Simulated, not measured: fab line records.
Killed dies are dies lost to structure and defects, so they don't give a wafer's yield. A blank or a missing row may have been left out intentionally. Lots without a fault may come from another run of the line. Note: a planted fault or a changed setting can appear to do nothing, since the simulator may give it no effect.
fab line records | flow sky130
record: lots: 15 | wafers: 45 | last_day: 50
route steps=708 shown POLY_GATE@226 CONTACT@420 METAL1@454 VIA1@472
lots untouched by any fault: they come from a run of this same line in which no faults occurred
start_h: hours from the record's opening day to when the first of the lot's shown wafers began | wait_h: hours elapsed since this lot's preceding step | " the same as in the row above | L1.1+2: a row that stands for several wafers | - either no value or no given start | * or withheld: withheld | < > ~ a bound
route shown NAME@n: names a module that has steps shown in the file, with the first one's number in the route | usual: mean and standard deviation over wafers with no fault | same: alike in all rows | chamber/n: place in a boat | sites: readings site by site | _std_site: how widely they spread, as a standard deviation | _edge_site: inner sites' mean taken away from outer sites' mean | radius_mm: how far each site lies from the wafer's centre | mask NAME#n: copy n | behind: the last tool/chamber to shape the wafer | hold: why the lot was held/for how many hours/how that ended | device: whichever transistor did not switch (one of n, p or np) | end of line: tests run on the same wafers once the route is complete | step lacking rows: just its recipe | killed: dies lost to structure and defects at the first sort, not the wafer's yield | map: the dies of a wafer, with x for killed, . for not killed, _ for no die there
set.NAME: the run value of the setting; set.NAME@STEP: its run value at that earlier step | model.NAME: the simulator's own value behind a step, which no gauge read
route steps across a sampled set of lots; one table per step, one row per wafer
services: the hour from which a tool's chamber was out of use, counted from the record's first day as start_h (under 0 if before that day), plus the number of hours and why
== steps ==
step: SKY_POLY_GATE_DEVELOP_12
recipe: develop_time_s: 60 | resist: KrF-thick | dev_temp_c: 21
usual: chill_plate_temp_C: 22.98/0.098 | develop_time_s: 60/0
lot.wafer | tool           | chamber | start_h | wait_h | chill_plate_temp_C | develop_time_s
L296.1    | litho_track-04 | 0       | 363     | -      | 23.02              | 60
L296.3    | "              | 0       | "       | "      | 23.05              | 60
L296.6    | "              | 0       | "       | "      | 22.93              | 60
L297.2    | litho_track-01 | 0       | 369     | -      | 23.03              | 60
L297.3    | "              | 0       | "       | "      | 22.94              | 60
L297.6    | "              | 0       | "       | "      | 23.01              | 60
L298.2    | litho_track-02 | 0       | 380     | -      | 23.08              | 60
L298.4    | "              | 0       | "       | "      | 22.95              | 60
L298.6    | "              | 0       | "       | "      | 22.99              | 60
L300.2    | litho_track-04 | -       | 398     | -      | -                  | -
L300.4    | "              | -       | "       | "      | -                  | -
L300.5    | "              | -       | "       | "      | -                  | -
L301.2    | litho_track-01 | -       | 410     | -      | -                  | -
L301.3    | "              | -       | "       | "      | -                  | -
L301.6    | "              | -       | "       | "      | -                  | -
L302.2    | litho_track-01 | -       | 426     | -      | -                  | -
L302.5    | "              | -       | "       | "      | -                  | -
L302.6    | "              | -       | "       | "      | -                  | -
L303.2    | litho_track-04 | 0       | 432     | -      | 22.89              | 60
L303.3    | "              | 0       | "       | "      | 22.95              | 60
L303.6    | "              | 0       | "       | "      | 23.10              | 60
L305.1    | litho_track-01 | 0       | 453     | -      | 23.04              | 60
L305.2    | "              | 0       | "       | "      | 23.01              | 60
L305.6    | "              | 0       | "       | "      | 22.97              | 60
L311.1    | litho_track-01 | 0       | 511     | -      | 22.82              | 60
L311.3    | "              | 0       | "       | "      | 22.82              | 60
L311.5    | "              | 0       | "       | "      | 22.95              | 60
L312.3    | litho_track-02 | 0       | 521     | -      | 23.03              | 60
L312.5    | "              | 0       | "       | "      | 22.93              | 60
L312.6    | "              | 0       | 522     | -      | 22.91              | 60
L313.2    | litho_track-01 | 0       | 533     | -      | 22.96              | 60
L313.3    | "              | 0       | "       | "      | 23.01              | 60
L313.5    | "              | 0       | "       | "      | 23.22              | 60
L315.2    | litho_track-01 | 0       | 546     | -      | 22.83              | 60
L315.5    | "              | 0       | "       | "      | 22.95              | 60
L315.6    | "              | 0       | "       | "      | 22.98              | 60
L317.2    | litho_track-02 | 0       | 557     | -      | 23.09              | 60
L317.4    | "              | 0       | "       | "      | 22.97              | 60
L317.5    | "              | 0       | "       | "      | 23.10              | 60
L319.1    | litho_track-01 | 0       | 562     | -      | 23.17              | 60
L319.3    | "              | 0       | "       | "      | 23.11              | 60
L319.6    | "              | 0       | "       | "      | 23.08              | 60
L318.1    | litho_track-04 | 0       | 569     | -      | 22.94              | 60
L318.5    | "              | 0       | "       | "      | 22.81              | 60
L318.6    | "              | 0       | "       | "      | 22.85              | 60
step: SKY_CONTACT_CD_MEAS_14
recipe: target_cd_nm: 170
usual: cd_nm: 169.9/1.5
lot.wafer | tool      | chamber | start_h | wait_h | cd_nm
L296.1    | cd_sem-02 | -       | 729.77  | -      | 170.9
L296.3    | "         | -       | "       | "      | 169.8
L296.6    | "         | -       | "       | "      | 168.0
L297.2    | cd_sem-02 | -       | 735.81  | -      | 171.1
L297.3    | "         | -       | "       | "      | 171.3
L297.6    | "         | -       | "       | "      | 170.8
L298.2    | cd_sem-01 | -       | 746.71  | -      | 172.7
L298.4    | "         | -       | "       | "      | 172.0
L298.6    | "         | -       | "       | "      | 171.8
L303.2    | cd_sem-01 | -       | 790.61  | -      | 169.8
L303.3    | "         | -       | "       | "      | 169.5
L303.6    | "         | -       | "       | "      | 169.0
L305.1    | cd_sem-01 | -       | 808.00  | -      | 170.4
L305.2    | "         | -       | "       | "      | 170.1
L305.6    | "         | -       | "       | "      | 169.3
L311.1    | cd_sem-01 | -       | 858.65  | -      | 169.1
L311.3    | "         | -       | "       | "      | 168.4
L311.5    | "         | -       | "       | "      | 169.2
L312.3    | cd_sem-02 | -       | 867.91  | -      | 169.3
L312.5    | "         | -       | "       | "      | 169.8
L312.6    | "         | -       | "       | "      | 170.7
L313.2    | cd_sem-02 | -       | 880.61  | -      | 170.6
L313.3    | "         | -       | "       | "      | 169.2
L313.5    | "         | -       | "       | "      | 170.8
L315.2    | cd_sem-02 | -       | 887.79  | -      | 171.3
L315.5    | "         | -       | "       | "      | 170.5
L315.6    | "         | -       | "       | "      | 170.9
L317.2    | cd_sem-02 | -       | 897.29  | -      | 169.9
L317.4    | "         | -       | "       | "      | 169.9
L317.5    | "         | -       | "       | "      | 169.9
L319.1    | cd_sem-02 | -       | 905.24  | -      | 166.9
L319.3    | "         | -       | "       | "      | 167.3
L319.6    | "         | -       | "       | "      | 167.6
L318.1    | cd_sem-02 | -       | 907.97  | -      | 169.2
L318.5    | "         | -       | "       | "      | 170.1
L318.6    | "         | -       | "       | "      | 169.4
step: SKY_METAL1_STRIP_20
recipe: chemistry: O2/N2 | power_w: 1400 | pressure_mtorr: 1500 | platen_temp_c: withheld | o2_flow_sccm: 3000 | n2_flow_sccm: 300 | overash_fraction: 0.5
usual: drypump_motor_current_A: 5.6/0.46 | oes_product_au: 0.342/0.006 | strip_time_to_endpoint_s: 2.67/0.076
lot.wafer | tool            | chamber | start_h | wait_h | drypump_motor_current_A | oes_product_au | rf_hours_counter_h | strip_time_to_endpoint_s
L296.1    | plasma_asher-02 | 0       | 758.91  | 0.1    | 5.8                     | 0.333          | 93                 | 2.70
L296.3    | "               | 0       | "       | "      | 5.7                     | 0.338          | -                  | 2.67
L296.6    | "               | 0       | "       | "      | 5.8                     | 0.345          | -                  | 2.69
L297.2    | plasma_asher-04 | 0       | 765.04  | 0.1    | 6.2                     | 0.341          | 32                 | 2.66
L297.3    | "               | 0       | "       | "      | 6.2                     | 0.336          | -                  | 2.61
L297.6    | "               | 0       | "       | "      | 6.2                     | 0.343          | -                  | 2.65
L298.2    | plasma_asher-04 | 1       | 775.78  | 0.1    | 5.5                     | 0.349          | 33                 | 2.78
L298.4    | "               | 0       | "       | "      | 6.2                     | 0.348          | -                  | 2.79
L298.6    | "               | 1       | "       | "      | 5.5                     | 0.343          | -                  | 2.70
L303.2    | plasma_asher-04 | 1       | 818.32  | 0.1    | 5.5                     | 0.343          | 37                 | 2.61
L303.3    | "               | 1       | "       | "      | 5.5                     | 0.339          | -                  | 2.60
L303.6    | "               | 1       | "       | "      | 5.5                     | 0.346          | -                  | 2.65
L305.1    | plasma_asher-04 | 1       | 836.67  | 0.1    | 5.5                     | 0.339          | 39                 | 2.62
L305.2    | "               | 0       | "       | "      | 6.2                     | 0.337          | 39                 | 2.56
L305.6    | "               | 0       | "       | "      | 6.2                     | 0.336          | -                  | 2.56
L311.1    | plasma_asher-01 | 1       | 886.34  | 0.1    | 5.6                     | 0.343          | 77                 | 2.79
L311.3    | "               | 0       | "       | "      | 6.1                     | 0.349          | -                  | 2.76
L311.5    | "               | 1       | "       | "      | 5.6                     | 0.344          | -                  | 2.83
L312.3    | plasma_asher-02 | 1       | 895.55  | 0.1    | 4.8                     | 0.336          | -                  | 2.58
L312.5    | "               | 0       | "       | "      | 5.8                     | 0.338          | -                  | 2.59
L312.6    | "               | 1       | "       | "      | 4.8                     | 0.341          | -                  | 2.54
L313.2    | plasma_asher-02 | 0       | 908.31  | 0.1    | 5.8                     | 0.340          | 108                | 2.58
L313.3    | "               | 1       | "       | "      | 4.8                     | 0.351          | -                  | 2.61
L313.5    | "               | 1       | "       | "      | 4.8                     | 0.337          | -                  | 2.60
L315.2    | plasma_asher-01 | 0       | 915.56  | 0.1    | 6.1                     | 0.339          | 80                 | 2.75
L315.5    | "               | 1       | "       | "      | 5.5                     | 0.352          | -                  | 2.75
L315.6    | "               | 0       | "       | "      | 6.2                     | 0.351          | -                  | 2.78
L317.2    | plasma_asher-04 | 1       | 924.38  | 0.1    | 5.5                     | 0.337          | 48                 | 2.69
L317.4    | "               | 0       | "       | "      | 6.1                     | 0.338          | -                  | 2.66
L317.5    | "               | 1       | "       | "      | 5.5                     | 0.343          | -                  | 2.65
L319.1    | plasma_asher-02 | 1       | 932.41  | 0.1    | 4.8                     | 0.337          | 110                | 2.58
L319.3    | "               | 0       | "       | "      | 5.8                     | 0.337          | -                  | 2.60
L319.6    | "               | 0       | "       | "      | 5.8                     | 0.334          | -                  | 2.58
L318.1    | plasma_asher-02 | 0       | 934.86  | 0.1    | 5.8                     | 0.359          | 111                | 2.73
L318.5    | "               | 1       | "       | "      | 4.8                     | 0.344          | -                  | 2.77
L318.6    | "               | 0       | "       | "      | 5.8                     | 0.346          | -                  | 2.75
step: SKY_VIA1_ETCH_14
recipe: chemistry: N2/H2 | target: BARC | ion_energy_ev: 200 | source_w: 500 | bias_w: 100 | pressure_mtorr: 30 | n2_flow_sccm: 100 | h2_flow_sccm: 200 | stop_on: SiO2 | time_s: 45.9 | target_depth_a: 600
usual: drypump_motor_current_A: 5.6/0.35 | oes_product_au: 0.855/0.0041 | throttle_valve_pct: 13.225/0.0086
lot.wafer | tool        | chamber | start_h | wait_h | drypump_motor_current_A | oes_product_au | rf_hours_counter_h | throttle_valve_pct
L296.1    | rie_diel-01 | 1       | 786.53  | 0.0    | 5.7                     | 0.851          | 35                 | 13.211
L296.3    | "           | 2       | "       | "      | 5.4                     | 0.859          | 10                 | 13.227
L296.6    | "           | 2       | "       | "      | 5.4                     | 0.858          | -                  | 13.233
L297.2    | rie_diel-02 | 2       | 792.50  | 0.0    | 5.7                     | 0.855          | 5                  | 13.230
L297.3    | "           | 0       | "       | "      | 5.1                     | 0.854          | 15                 | 13.221
L297.6    | "           | 1       | "       | "      | 5.9                     | 0.855          | -                  | 13.212
L298.2    | rie_diel-04 | 3       | 803.40  | 0.0    | 5.5                     | 0.850          | 3                  | 13.216
L298.4    | "           | 2       | "       | "      | 5.5                     | 0.856          | 13                 | 13.231
L298.6    | "           | 2       | "       | "      | 5.5                     | 0.861          | -                  | 13.224
L303.2    | rie_diel-04 | 1       | 846.03  | 0.0    | 5.5                     | 0.853          | 8                  | 13.222
L303.3    | "           | 2       | "       | "      | 5.5                     | 0.855          | 14                 | 13.225
L303.6    | "           | 0       | "       | "      | 5.3                     | 0.857          | -                  | 13.215
L305.1    | rie_diel-04 | 2       | 863.60  | 0.0    | 5.5                     | 0.856          | 15                 | 13.243
L305.2    | "           | 1       | "       | "      | 5.5                     | 0.856          | 8                  | 13.221
L305.6    | "           | 3       | "       | "      | 5.5                     | 0.858          | -                  | 13.230
L311.1    | rie_diel-01 | 1       | 912.90  | 0.0    | 5.7                     | 0.850          | 2                  | 13.229
L311.3    | "           | 2       | "       | "      | 5.4                     | 0.853          | 14                 | 13.231
L311.5    | "           | 3       | "       | "      | 6.7                     | 0.853          | -                  | 13.235
L312.3    | rie_diel-02 | 3       | 921.50  | 0.0    | 5.5                     | 0.855          | 9                  | 13.230
L312.5    | "           | 2       | "       | "      | 5.6                     | 0.853          | -                  | 13.214
L312.6    | "           | 1       | "       | "      | 5.9                     | 0.854          | -                  | 13.220
L313.2    | rie_diel-04 | 2       | 935.03  | 0.0    | 5.5                     | 0.850          | 16                 | 13.234
L313.3    | "           | 3       | "       | "      | 5.5                     | 0.851          | 6                  | 13.221
L313.5    | "           | 1       | "       | "      | 5.5                     | 0.859          | -                  | 13.223
L315.2    | rie_diel-02 | 1       | 941.95  | 0.0    | 5.8                     | 0.855          | 14                 | 13.225
L315.5    | "           | 2       | "       | "      | 5.7                     | 0.856          | -                  | 13.222
L315.6    | "           | 3       | "       | "      | 5.5                     | 0.849          | -                  | 13.212
L317.2    | rie_diel-01 | 1       | 950.10  | 0.0    | 5.7                     | 0.856          | 3                  | 13.230
L317.4    | "           | 2       | "       | "      | 5.4                     | 0.854          | -                  | 13.228
L317.5    | "           | 1       | "       | "      | 5.6                     | 0.856          | -                  | 13.211
L319.1    | rie_diel-01 | 1       | 957.66  | 0.0    | 5.7                     | 0.852          | 3                  | 13.229
L319.3    | "           | 2       | "       | "      | 5.4                     | 0.848          | 16                 | 13.221
L319.6    | "           | 0       | "       | "      | 5.7                     | 0.849          | -                  | 13.227
L318.1    | rie_diel-04 | 2       | 960.05  | 0.0    | 5.5                     | 0.859          | 17                 | 13.210
L318.5    | "           | 1       | "       | "      | 5.5                     | 0.856          | -                  | 13.226
L318.6    | "           | 0       | "       | "      | 5.4                     | 0.851          | -                  | 13.236
== services ==
tool            | chamber | start_h | hours | kind
rie_diel-04     | 1       | 342.34  | 15.5  | repair
rie_diel-04     | -       | 371.81  | 2.8   | pm
rie_diel-01     | 2       | 373.82  | 6.8   | repair
rie_diel-04     | 3       | 380.03  | 4.3   | repair
plasma_asher-04 | -       | 383.22  | 0.9   | repair
rie_diel-01     | -       | 387.39  | 2.8   | pm
plasma_asher-04 | -       | 421.25  | 9.0   | pm
rie_diel-01     | 1       | 440.18  | 2.7   | repair
rie_diel-04     | 0       | 440.95  | 8.7   | repair
rie_diel-01     | 0       | 444.23  | 5.9   | repair
plasma_asher-04 | -       | 499.67  | 12.5  | repair
rie_diel-04     | 2       | 525.26  | 2.6   | repair
rie_diel-01     | -       | 533.95  | 0.4   | repair
plasma_asher-04 | -       | 554.89  | 1.1   | repair
rie_diel-04     | 1       | 587.38  | 8.0   | repair
plasma_asher-02 | -       | 600.78  | 2.1   | repair
rie_diel-04     | 2       | 604.30  | 6.9   | repair
plasma_asher-04 | -       | 658.64  | 3.5   | repair
rie_diel-04     | -       | 663.54  | 0.2   | repair
plasma_asher-04 | -       | 736.68  | 0.8   | repair
plasma_asher-02 | -       | 784.55  | 1.7   | repair
rie_diel-04     | -       | 820.24  | 0.3   | repair
rie_diel-04     | 3       | 858.19  | 3.9   | repair
rie_diel-04     | 0       | 861.36  | 4.6   | repair
== key ==
first_sign: step: SKY_POLY_GATE_DEVELOP_12 | reading: tool_record | direction: missing
effect none on later readings
met_at SKY_POLY_GATE_DEVELOP_12
struck_lots L300,L301,L302
later_rows_left_out L300.2,L300.4,L300.5,L301.2,L301.3,L301.6,L302.2,L302.5,L302.6
sort_left_out L300.2,L300.4,L300.5,L301.2,L301.3,L301.6,L302.2,L302.5,L302.6
tester_left_out L300,L301,L302
not_acting_at SKY_CONTACT_CD_MEAS_14,SKY_METAL1_STRIP_20,SKY_VIA1_ETCH_14
onset_between 369 398
fault: kind: skipped_step_whole | tool: litho_track-01,litho_track-04 | chamber: - | onset_h: 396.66 | steps: SKY_POLY_GATE_DEVELOP_12 | scope: struck_lots_only
tester_left_out: of these lots the tester's yield and bins aren't shown, on N5 and GAA mostly nor the transistor test; their killed dies are dies lost to structure and defects alone, not to doping, threshold or leakage, so they don't give the yield
sort_left_out: the simulated sort isn't trusted on such a fault, so these wafers' sort isn't shown, and their yield isn't known
later_rows_left_out: the simulator's readings of these wafers behind a module that went badly wrong aren't trusted and aren't shown, but for the sort
